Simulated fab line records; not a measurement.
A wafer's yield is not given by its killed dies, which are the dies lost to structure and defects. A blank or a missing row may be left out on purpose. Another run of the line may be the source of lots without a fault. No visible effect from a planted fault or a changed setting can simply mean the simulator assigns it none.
Which tool was responsible? :: flow sky130 :: 13 lots with 39 wafers sampled at 4 steps, on a route of 708 steps

== WHAT EACH GAUGE READ, for each wafer ==
SKY_METAL4_CD_MEAS_13: target cd 300 nm.
lot: L235
measured: day 43 02:25
on: cdSem-02
cdNm (nm): 300.0 300.0 299.9

lot: L236
measured: day 43 10:32
on: cdSem-02
cdNm (nm): 302.5 302.6 302.6

lot: L237
measured: day 43 18:05
on: cdSem-02
cdNm (nm): 297.6 298.0 298.2

lot: L238
measured: day 44 01:17
on: cdSem-01
cdNm (nm): 300.4 300.8 300.6

lot: L239
measured: day 44 05:59
on: cdSem-02
cdNm (nm): 300.8 299.7 299.7

lot: L242
measured: day 45 03:36
on: cdSem-02
cdNm (nm): 301.2 299.0 300.5

lot: L246
measured: day 45 17:27
on: cdSem-01
cdNm (nm): 299.1 299.0 298.5

lot: L247
measured: day 46 08:09
on: cdSem-01
cdNm (nm): 300.3 299.6 299.7

lot: L249
measured: day 46 16:02
on: cdSem-02
cdNm (nm): 302.3 301.4 301.4

lot: L250
measured: day 46 22:15
on: cdSem-02
cdNm (nm): 299.8 299.8 299.8

lot: L251
measured: day 47 05:38
on: cdSem-02
cdNm (nm): 302.6 302.3 302.1

lot: L253
measured: day 47 22:14
on: cdSem-01
cdNm (nm): 298.2 299.4 298.1

lot: L254
measured: day 48 00:22
on: cdSem-01
cdNm (nm): 300.4 299.4 301.5

SKY_VIA4_BOW_MEAS_03.
lot: L235
measured: day 43 04:17
on: filmMetro-03
VIA4_BOW (um): 78 89 76

lot: L236
measured: day 43 12:33
on: filmMetro-03
VIA4_BOW (um): 78 75 83

lot: L237
measured: day 43 19:45
on: filmMetro-02
VIA4_BOW (um): 80 82 73

lot: L238
measured: day 44 02:56
on: filmMetro-02
VIA4_BOW (um): 100 80 79

lot: L239
measured: day 44 07:39
on: filmMetro-03
VIA4_BOW (um): 65 70 85

lot: L242
measured: day 45 05:20
on: filmMetro-03
VIA4_BOW (um): 73 72 78

lot: L249
measured: day 46 17:42
on: filmMetro-01
VIA4_BOW (um): 90 95 83

lot: L250
measured: day 46 23:52
on: filmMetro-01
VIA4_BOW (um): 68 81 83

lot: L251
measured: day 47 07:32
on: filmMetro-03
VIA4_BOW (um): 79 70 66

lot: L253
measured: day 47 23:53
on: filmMetro-02
VIA4_BOW (um): 84 87 95

lot: L254
measured: day 48 02:01
on: filmMetro-01
VIA4_BOW (um): 94 82 88

== TOOL THAT RAN EACH LOT (tool first, then ch and the chambers of the sampled wafers, then the start) ==
lot: L235
SKY_METAL4_ETCH_17: rieDiel-02 ch 0,1, day 43 02:40
SKY_VIA4_CMP_02: cmp-02 ch 0,1, day 43 03:57

lot: L236
SKY_METAL4_ETCH_17: rieDiel-04 ch 0,1,2, day 43 10:50
SKY_VIA4_CMP_02: cmp-01 ch 0,1, day 43 12:15

lot: L237
SKY_METAL4_ETCH_17: rieDiel-01 ch 1,2, day 43 18:22
SKY_VIA4_CMP_02: cmp-02 ch 0,3, day 43 19:30

lot: L238
SKY_METAL4_ETCH_17: rieDiel-01 ch 0,1,2, day 44 01:34
SKY_VIA4_CMP_02: cmp-02 ch 0,2,3, day 44 02:41

lot: L239
SKY_METAL4_ETCH_17: rieDiel-01 ch 0,1,2, day 44 06:16
SKY_VIA4_CMP_02: cmp-01 ch 0,1,3, day 44 07:21

lot: L242
SKY_METAL4_ETCH_17: rieDiel-01 ch 1,2,3, day 45 03:52
SKY_VIA4_CMP_02: cmp-02 ch 0,1,3, day 45 05:01

lot: L246
SKY_METAL4_ETCH_17: rieDiel-04 ch 2,3, day 45 17:43
SKY_VIA4_CMP_02: -

lot: L247
SKY_METAL4_ETCH_17: rieDiel-01 ch 1,2, day 46 08:25
SKY_VIA4_CMP_02: -

lot: L249
SKY_METAL4_ETCH_17: rieDiel-04 ch 0,2,3, day 46 16:19
SKY_VIA4_CMP_02: cmp-02 ch 0,1,2, day 46 17:30

lot: L250
SKY_METAL4_ETCH_17: rieDiel-04 ch 0,3, day 46 22:31
SKY_VIA4_CMP_02: cmp-01 ch 1,2,3, day 46 23:36

lot: L251
SKY_METAL4_ETCH_17: rieDiel-01 ch 2,3, day 47 05:53
SKY_VIA4_CMP_02: cmp-02 ch 0,1,2, day 47 07:18

lot: L253
SKY_METAL4_ETCH_17: rieDiel-04 ch 1,2,3, day 47 22:31
SKY_VIA4_CMP_02: cmp-02 ch 1,2,3, day 47 23:41

lot: L254
SKY_METAL4_ETCH_17: rieDiel-04 ch 0,1, day 48 00:38
SKY_VIA4_CMP_02: cmp-02 ch 0,3, day 48 01:41
- SKY_METAL4_ETCH_17: etches SiO2 in C4F8/O2/Ar, stops on TiN, time 3.9 s, target depth 15 nm.
- SKY_VIA4_CMP_02: polishes SiO2.

== WHAT THE TOOLS THEMSELVES READ (means of the sampled wafers that have a number; where no wafer has one, the mark that the record gives instead) ==
SKY_METAL4_ETCH_17.
lot: L235
tool: rieDiel-02
biasW (W): 1201
chamberPressureMTorr (mTorr): 39.97
oesProductAu (a.u.): 0.757

lot: L236
tool: rieDiel-04
biasW (W): 1201
chamberPressureMTorr (mTorr): 40.03
oesProductAu (a.u.): 0.757

lot: L237
tool: rieDiel-01
biasW (W): 1203
chamberPressureMTorr (mTorr): 39.98
oesProductAu (a.u.): 0.750

lot: L238
tool: rieDiel-01
biasW (W): 1198
chamberPressureMTorr (mTorr): 40.01
oesProductAu (a.u.): 0.753

lot: L239
tool: rieDiel-01
biasW (W): 1199
chamberPressureMTorr (mTorr): 39.99
oesProductAu (a.u.): 0.749

lot: L242
tool: rieDiel-01
biasW (W): 1203
chamberPressureMTorr (mTorr): 39.99
oesProductAu (a.u.): 0.751

lot: L246
tool: rieDiel-04
biasW (W): -
chamberPressureMTorr (mTorr): -
oesProductAu (a.u.): -

lot: L247
tool: rieDiel-01
biasW (W): -
chamberPressureMTorr (mTorr): -
oesProductAu (a.u.): -

lot: L249
tool: rieDiel-04
biasW (W): 1201
chamberPressureMTorr (mTorr): 40.03
oesProductAu (a.u.): 0.755

lot: L250
tool: rieDiel-04
biasW (W): 1199
chamberPressureMTorr (mTorr): 40.00
oesProductAu (a.u.): 0.745

lot: L251
tool: rieDiel-01
biasW (W): 1199
chamberPressureMTorr (mTorr): 40.04
oesProductAu (a.u.): 0.753

lot: L253
tool: rieDiel-04
biasW (W): 1199
chamberPressureMTorr (mTorr): 39.99
oesProductAu (a.u.): 0.745

lot: L254
tool: rieDiel-04
biasW (W): 1200
chamberPressureMTorr (mTorr): 39.96
oesProductAu (a.u.): 0.757

SKY_VIA4_CMP_02.
lot: L235
tool: cmp-02
motorCurrentA (A): 10.4

lot: L236
tool: cmp-01
motorCurrentA (A): 12.3

lot: L237
tool: cmp-02
motorCurrentA (A): 11.3

lot: L238
tool: cmp-02
motorCurrentA (A): 11.8

lot: L239
tool: cmp-01
motorCurrentA (A): 11.3

lot: L242
tool: cmp-02
motorCurrentA (A): 11.5

lot: L249
tool: cmp-02
motorCurrentA (A): 11.8

lot: L250
tool: cmp-01
motorCurrentA (A): 11.6

lot: L251
tool: cmp-02
motorCurrentA (A): 11.6

lot: L253
tool: cmp-02
motorCurrentA (A): 13.0

lot: L254
tool: cmp-02
motorCurrentA (A): 10.0

== THE ANSWER, worked out from the rows above alone ==
Rule: the usual values come from the lots themselves. Put in order of their means at a reading, lots are off if they are a third of the lots or fewer, leave a main group of 4 or more, and stand apart from it by a gap of 3 or more times the standard deviation of the main group's means; of several such gaps the widest counts. If all means in a main group match to the digits the tables above print for the reading, that group is not used. Also off: a lot with no number at a reading for which 4 or more lots have one. The other lots that the step has rows for count as sound. Order of review: gauges by route order, followed by the tools' own readings, for which a lot's mean as printed above is used. The first step at which some lot is off is used, and at that step the reading that is off furthest; a lot without a number counts as furthest.
Off: L246, L247, at SKY_METAL4_ETCH_17 (biasW). Without a number there: L246, L247. For the main group the mean is 1200 W and the standard deviation 1.6.
A tool fits if, at that step or a process step before it, it ran every lot that is off, and no sound lot after the first of them. None of those tried fits.

== WHAT HAD BEEN PUT IN BY THE SIMULATOR ==
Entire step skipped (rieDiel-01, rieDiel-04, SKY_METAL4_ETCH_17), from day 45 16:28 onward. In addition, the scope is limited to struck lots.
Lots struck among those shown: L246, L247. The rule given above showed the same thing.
